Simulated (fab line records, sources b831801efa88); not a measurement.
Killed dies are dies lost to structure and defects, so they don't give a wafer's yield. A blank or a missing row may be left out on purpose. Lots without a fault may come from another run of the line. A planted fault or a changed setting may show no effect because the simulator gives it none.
Split-lot experiment | flow gf180mcu | 5 lots, 23 wafers read, on a route of 602 steps

THE SPLIT
At GF_HV_LDD_IMPLANT_21, the setting energy_kev was moved away from the recipe's 25 on 9 of the 23 wafers read, by -5.0% to +3.9%. The other wafers ran this setting at the recipe's value.

FROM THE SPLIT TO THE READING: what the file shows between them, 1 step
- GF_HV_LDD_STRIP_22: strips in O2/N2

THE READING
HV_LDD_2_TW, at GF_HV_LDD_TW_MEAS_23. Fault-free wafers of this fab line usually give 1050, standard deviation 3.9.

wafer  | tool, chamber at the split | energy_kev as run | against the recipe | HV_LDD_2_TW | against lot-mates on the recipe
L075.2 | implanter-02, 0            | 25                | recipe             | 1053        | -
L075.3 | implanter-02, 0            | 25                | recipe             | 1049        | -
L075.4 | implanter-02, 0            | 25                | recipe             | 1051        | -
L077.1 | implanter-01, 0            | 23.76             | -5.0%              | 1030        | -17
L077.2 | implanter-01, 0            | 23.76             | -5.0%              | 1033        | -14
L077.3 | implanter-01, 0            | 25                | recipe             | 1048        | -
L077.4 | implanter-01, 0            | 23.76             | -5.0%              | 1034        | -13
L077.6 | implanter-01, 0            | 25                | recipe             | 1046        | -
L080.2 | implanter-02, 0            | 25                | recipe             | 1049        | -
L080.3 | implanter-02, 0            | 25                | recipe             | 1050        | -
L080.4 | implanter-02, 0            | 25                | recipe             | 1045        | -
L080.5 | implanter-02, 0            | 25                | recipe             | 1049        | -
L080.6 | implanter-02, 0            | 25                | recipe             | 1050        | -
L081.1 | implanter-02, 0            | 25.98             | +3.9%              | 1059        | +6
L081.2 | implanter-02, 0            | 25.98             | +3.9%              | 1061        | +8
L081.3 | implanter-02, 0            | 25                | recipe             | 1051        | -
L081.5 | implanter-02, 0            | 25.98             | +3.9%              | 1065        | +12
L081.6 | implanter-02, 0            | 25                | recipe             | 1055        | -
L082.2 | implanter-01, 0            | 25                | recipe             | 1050        | -
L082.3 | implanter-01, 0            | 25.98             | +3.9%              | 1057        | +4
L082.4 | implanter-01, 0            | 25                | recipe             | 1055        | -
L082.5 | implanter-01, 0            | 25.98             | +3.9%              | 1062        | +10
L082.6 | implanter-01, 0            | 25.98             | +3.9%              | 1062        | +10

THE FIT
A straight line over all 23 wafers: HV_LDD_2_TW changes by +3.17 for each +1% of energy_kev; r = +0.95; the points scatter about the line by 2.9.
The same after taking each lot's own level away (the mean of its wafers on the recipe; 23 wafers): +2.52 for each +1%; r = +0.95; scatter 2.3.
On that fit, the largest move of energy_kev shifts the reading by 13.
The lots' own levels span 1047.0 to 1053.0, that is 1.5 times the standard deviation above.
So the lot-to-lot level changes the slope: the two fits differ.
Check: with one of the wafers moved furthest among these (-5.0%) left out of the fit, the line predicts -12.1 for it against its lot-mates. It came out at -17 against them.

OTHER SPLITS ON THESE WAFERS
These wafers also went through other splits before the reading. Each is held against what the fit with the lots' levels taken away leaves over:
other split on the same wafers      | wafers away from the commonest value | r with HV_LDD_2_TW (lot level and that fit taken away)
GF_VT_IMPLANT_IMPLANT_30 dose_cm2   | 10                                   | +0.03
GF_VT_IMPLANT_SOFTBAKE_36 temp_c    | 6                                    | +0.23
GF_POLY_GATE_EXPOSE_07 dose_mj      | 7                                    | -0.20
GF_POLY_GATE_OXIDATION_16 temp_c    | 5                                    | +0.00
GF_HV_LDD_DEVELOP_06 develop_time_s | 10                                   | +0.14
GF_HV_LDD_DEVELOP_18 develop_time_s | 8                                    | -0.09

THE WHOLE CHAIN: every reading that the file lists as answering this split, in the file's order
step                 | what it does | reading                                                         | change (the file's fit)                | r (the file's)
GF_HV_LDD_IMPLANT_21 |              | implant.rp_nm (the simulator's own value, which no gauge read)  | +0.164 nm for each +1% of the setting  | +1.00
GF_HV_LDD_IMPLANT_21 |              | implant.drp_nm (the simulator's own value, which no gauge read) | +0.0805 nm for each +1% of the setting | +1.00
GF_HV_LDD_TW_MEAS_23 |              | HV_LDD_2_TW                                                     | +2.47 for each +1% of the setting      | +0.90

THE FILE'S OWN FIT
HV_LDD_2_TW changes by +2.47 for each +1% of energy_kev, r = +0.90.
